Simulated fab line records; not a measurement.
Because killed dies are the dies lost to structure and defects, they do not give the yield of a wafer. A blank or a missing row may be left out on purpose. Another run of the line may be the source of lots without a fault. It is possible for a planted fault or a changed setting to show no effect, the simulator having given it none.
Which tool was responsible? | flow sfqLine | 42 wafers from 14 lots sampled at 2 of the route's 325 steps

## WHAT THE GAUGES SHOWED, per wafer
SFQ_M4_OVL_MEAS_926. Usual: M4_OVL 3 nm, standard deviation 8.5.
lot  | measured     | on         | M4_OVL (nm) | flag
L982 | day 43 10:55 | overlay-02 | 9 10 16     | 
L983 | day 43 13:20 | overlay-02 | 19 18 17    | 
L984 | day 44 13:25 | overlay-02 | 10 9 7      | 
L985 | day 44 20:35 | overlay-02 | 12 2 0      | 
L987 | day 45 15:47 | overlay-01 | - - -       | OFF
L988 | day 46 06:11 | overlay-01 | - - -       | OFF
L989 | day 46 10:06 | overlay-01 | 0 -1 4      | 
L994 | day 47 19:14 | overlay-02 | 18 14 9     | 
L997 | day 48 16:38 | overlay-01 | 1 -4 -10    | 
L998 | day 48 18:35 | overlay-01 | -14 -6 -11  | 
L999 | day 49 02:47 | overlay-01 | -4 -3 -6    | 
L102 | day 50 14:19 | overlay-02 | -1 3 4      | 
L103 | day 51 04:50 | overlay-02 | 4 5 1       | 
L104 | day 51 20:31 | overlay-01 | -5 -3 -4    | 

## EACH LOT AND THE TOOL THAT RAN IT (in order: tool; ch and the chambers of the sampled wafers; start)
lot  | SFQ_TRILAYER_M1_LITHO_EXPOSE_040
L982 | krfScanner-01 ch 0, day 11 14:00
L983 | krfScanner-01 ch 0, day 11 19:12
L984 | krfScanner-01 ch 0, day 12 04:36
L985 | krfScanner-01 ch 0, day 12 10:24
L987 | krfScanner-01, day 12 15:24
L988 | krfScanner-01, day 13 01:00
L989 | krfScanner-01 ch 0, day 13 09:12
L994 | krfScanner-01 ch 0, day 14 20:36
L997 | krfScanner-01 ch 0, day 15 20:12
L998 | krfScanner-01 ch 0, day 16 07:19
L999 | krfScanner-01 ch 0, day 16 14:31
L102 | krfScanner-01 ch 0, day 17 13:37
L103 | krfScanner-01 ch 0, day 17 21:49
L104 | krfScanner-01 ch 0, day 18 03:49
- SFQ_TRILAYER_M1_LITHO_EXPOSE_040: exposes mask M1, target cd 500 nm.

## WHAT THE TOOLS THEMSELVES READ (means of the sampled wafers that have a number; where no wafer has one, the mark that the record gives instead)
SFQ_TRILAYER_M1_LITHO_EXPOSE_040. Usual: exposureDoseMJCm2 14.398, standard deviation 0.014; focusOffsetNm 0.0 nm, standard deviation 0.54.
lot  | tool          | exposureDoseMJCm2 | focusOffsetNm (nm) | flag
L982 | krfScanner-01 | 14.381            | 0.6                | 
L983 | krfScanner-01 | 14.404            | 0.2                | 
L984 | krfScanner-01 | 14.380            | 0.2                | 
L985 | krfScanner-01 | 14.393            | -0.6               | 
L987 | krfScanner-01 | -                 | -                  | OFF
L988 | krfScanner-01 | -                 | -                  | OFF
L989 | krfScanner-01 | 14.403            | 0.2                | 
L994 | krfScanner-01 | 14.410            | -1.0               | 
L997 | krfScanner-01 | 14.408            | -0.9               | 
L998 | krfScanner-01 | 14.399            | -0.1               | 
L999 | krfScanner-01 | 14.394            | 0.3                | 
L102 | krfScanner-01 | 14.409            | -0.1               | 
L103 | krfScanner-01 | 14.400            | 0.5                | 
L104 | krfScanner-01 | 14.396            | 0.3                | 

## THE ANSWER, worked out from the rows above alone
Rule: lot off if the mean of its wafers having a number is beyond 3 standard deviations from the usual mean. A lot without any number at a reading at which 4 lots or more have one is off too. Where the step has rows for the other lots, those lots are counted as sound. After the gauges, taken in route order, come the tools' own readings; for these a lot's mean is taken, as printed above. At the first step where some lot is off, the reading lying furthest off is the one used; lots without a number count as furthest.
Off: at SFQ_M4_OVL_MEAS_926 (M4_OVL), L987, L988. Without a number there: L987, L988.
A tool fits if, at a process step before that reading, it ran every lot that is off, and no sound lot after the first of them. Not tried: the gauges at SFQ_M4_OVL_MEAS_926; whatever is off there is also off at SFQ_TRILAYER_M1_LITHO_EXPOSE_040, on other tools, and gauge error can't account for it. None of those tried fits.

## WHAT HAD BEEN PUT IN BY THE SIMULATOR
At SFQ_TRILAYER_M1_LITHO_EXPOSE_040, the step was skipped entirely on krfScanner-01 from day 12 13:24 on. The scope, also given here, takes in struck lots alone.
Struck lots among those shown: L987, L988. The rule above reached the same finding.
